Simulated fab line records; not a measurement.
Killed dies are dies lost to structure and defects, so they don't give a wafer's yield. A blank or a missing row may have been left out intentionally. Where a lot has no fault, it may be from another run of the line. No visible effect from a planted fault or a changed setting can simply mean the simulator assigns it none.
Chamber matching / flow sky130 / SKY_FIELD_ISO_ETCH_17 on rie_si-02 has 4 sister chambers
The step etches Si in HBr/Cl2/O2, target depth 342 nm, time 97.7 s. 20 wafers are shown with their chamber, then 10 later ones without.

## WAFERS PAIRED WITH THEIR CHAMBERS
wafer=L210.2; chamber=2; drypump_motor_current_A (A)=6.0; oes_product_au (a.u.)=1.004; mfc_cl2_sccm (sccm)=40.03
wafer=L210.3; chamber=3; drypump_motor_current_A (A)=5.7; oes_product_au (a.u.)=1.007; mfc_cl2_sccm (sccm)=39.93
wafer=L210.6; chamber=1; drypump_motor_current_A (A)=5.8; oes_product_au (a.u.)=0.988; mfc_cl2_sccm (sccm)=39.99
wafer=L211.1; chamber=2; drypump_motor_current_A (A)=5.9; oes_product_au (a.u.)=1.000; mfc_cl2_sccm (sccm)=39.78
wafer=L211.3; chamber=0; drypump_motor_current_A (A)=5.3; oes_product_au (a.u.)=0.995; mfc_cl2_sccm (sccm)=39.95
wafer=L211.6; chamber=1; drypump_motor_current_A (A)=5.8; oes_product_au (a.u.)=0.991; mfc_cl2_sccm (sccm)=40.02
wafer=L214.3; chamber=2; drypump_motor_current_A (A)=5.9; oes_product_au (a.u.)=0.988; mfc_cl2_sccm (sccm)=40.01
wafer=L214.4; chamber=1; drypump_motor_current_A (A)=5.9; oes_product_au (a.u.)=0.993; mfc_cl2_sccm (sccm)=39.94
wafer=L214.6; chamber=2; drypump_motor_current_A (A)=5.9; oes_product_au (a.u.)=0.998; mfc_cl2_sccm (sccm)=39.88
wafer=L215.1; chamber=2; drypump_motor_current_A (A)=5.9; oes_product_au (a.u.)=0.992; mfc_cl2_sccm (sccm)=39.90
wafer=L215.5; chamber=2; drypump_motor_current_A (A)=5.9; oes_product_au (a.u.)=0.992; mfc_cl2_sccm (sccm)=39.91
wafer=L215.6; chamber=1; drypump_motor_current_A (A)=5.9; oes_product_au (a.u.)=0.994; mfc_cl2_sccm (sccm)=39.98
wafer=L223.2; chamber=0; drypump_motor_current_A (A)=5.3; oes_product_au (a.u.)=0.988; mfc_cl2_sccm (sccm)=40.02
wafer=L223.4; chamber=1; drypump_motor_current_A (A)=5.8; oes_product_au (a.u.)=1.001; mfc_cl2_sccm (sccm)=40.15
wafer=L223.6; chamber=2; drypump_motor_current_A (A)=5.9; oes_product_au (a.u.)=0.998; mfc_cl2_sccm (sccm)=40.02
wafer=L225.3; chamber=1; drypump_motor_current_A (A)=5.9; oes_product_au (a.u.)=0.996; mfc_cl2_sccm (sccm)=40.17
wafer=L225.4; chamber=0; drypump_motor_current_A (A)=5.3; oes_product_au (a.u.)=0.990; mfc_cl2_sccm (sccm)=39.96
wafer=L225.5; chamber=2; drypump_motor_current_A (A)=5.9; oes_product_au (a.u.)=1.003; mfc_cl2_sccm (sccm)=40.01
wafer=L227.4; chamber=2; drypump_motor_current_A (A)=5.9; oes_product_au (a.u.)=0.996; mfc_cl2_sccm (sccm)=40.03
wafer=L227.5; chamber=3; drypump_motor_current_A (A)=5.7; oes_product_au (a.u.)=1.005; mfc_cl2_sccm (sccm)=39.89

SIGNATURES (means of the wafers above)
reading=drypump_motor_current_A; chamber 0=5.300; chamber 1=5.850; chamber 2=5.911; chamber 3=5.700; scatter within a chamber=0.0386
reading=oes_product_au; chamber 0=0.99100; chamber 1=0.99383; chamber 2=0.99678; chamber 3=1.00600; scatter within a chamber=0.00471
reading=mfc_cl2_sccm; chamber 0=39.9767; chamber 1=40.0417; chamber 2=39.9522; chamber 3=39.9100; scatter within a chamber=0.0836
Rule: for each reading, subtract the chamber's mean from the wafer's reading, divide by that reading's scatter and square the result; add these up over the readings and take the root, which gives the wafer's distance from the chamber. If the next closest chamber is less than 2 further off than the closest, the wafer can't be placed; otherwise it belongs to the closest. The scatter: the root of (the sum of the squares of (reading less its chamber's mean) over the shown wafers, divided by (wafers less chambers)).

## WAFERS WITH NO CHAMBER GIVEN
wafer=L227.6; drypump_motor_current_A (A)=5.9; oes_product_au (a.u.)=0.998; mfc_cl2_sccm (sccm)=39.89
wafer=L229.1; drypump_motor_current_A (A)=5.9; oes_product_au (a.u.)=1.003; mfc_cl2_sccm (sccm)=40.00
wafer=L229.3; drypump_motor_current_A (A)=5.3; oes_product_au (a.u.)=1.004; mfc_cl2_sccm (sccm)=40.26
wafer=L229.5; drypump_motor_current_A (A)=5.7; oes_product_au (a.u.)=0.997; mfc_cl2_sccm (sccm)=39.86
wafer=L231.2; drypump_motor_current_A (A)=5.7; oes_product_au (a.u.)=0.994; mfc_cl2_sccm (sccm)=40.23
wafer=L231.3; drypump_motor_current_A (A)=5.2; oes_product_au (a.u.)=0.989; mfc_cl2_sccm (sccm)=39.98
wafer=L231.5; drypump_motor_current_A (A)=5.7; oes_product_au (a.u.)=1.000; mfc_cl2_sccm (sccm)=40.34
wafer=L233.2; drypump_motor_current_A (A)=5.7; oes_product_au (a.u.)=1.007; mfc_cl2_sccm (sccm)=39.87
wafer=L233.3; drypump_motor_current_A (A)=6.0; oes_product_au (a.u.)=1.004; mfc_cl2_sccm (sccm)=39.65
wafer=L233.4; drypump_motor_current_A (A)=5.7; oes_product_au (a.u.)=1.016; mfc_cl2_sccm (sccm)=39.93

## THE CHAMBER EACH PASSED THROUGH
wafer=L227.6; from the rows above=can't be placed: 2 or 1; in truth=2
wafer=L229.1; from the rows above=can't be placed: 2 or 1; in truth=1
wafer=L229.3; from the rows above=0; in truth=0
wafer=L229.5; from the rows above=3; in truth=3
wafer=L231.2; from the rows above=can't be placed: 1 or 3 or 2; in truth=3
wafer=L231.3; from the rows above=0; in truth=0
wafer=L231.5; from the rows above=can't be placed: 3 or 1 or 2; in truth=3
wafer=L233.2; from the rows above=3; in truth=3
wafer=L233.3; from the rows above=can't be placed: 2 or 1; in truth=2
wafer=L233.4; from the rows above=3; in truth=3
Placed correctly: 5 of 10. Cannot be placed on the basis of these rows: 5; the candidates contain the true chamber in 5. 0 placed wrongly.
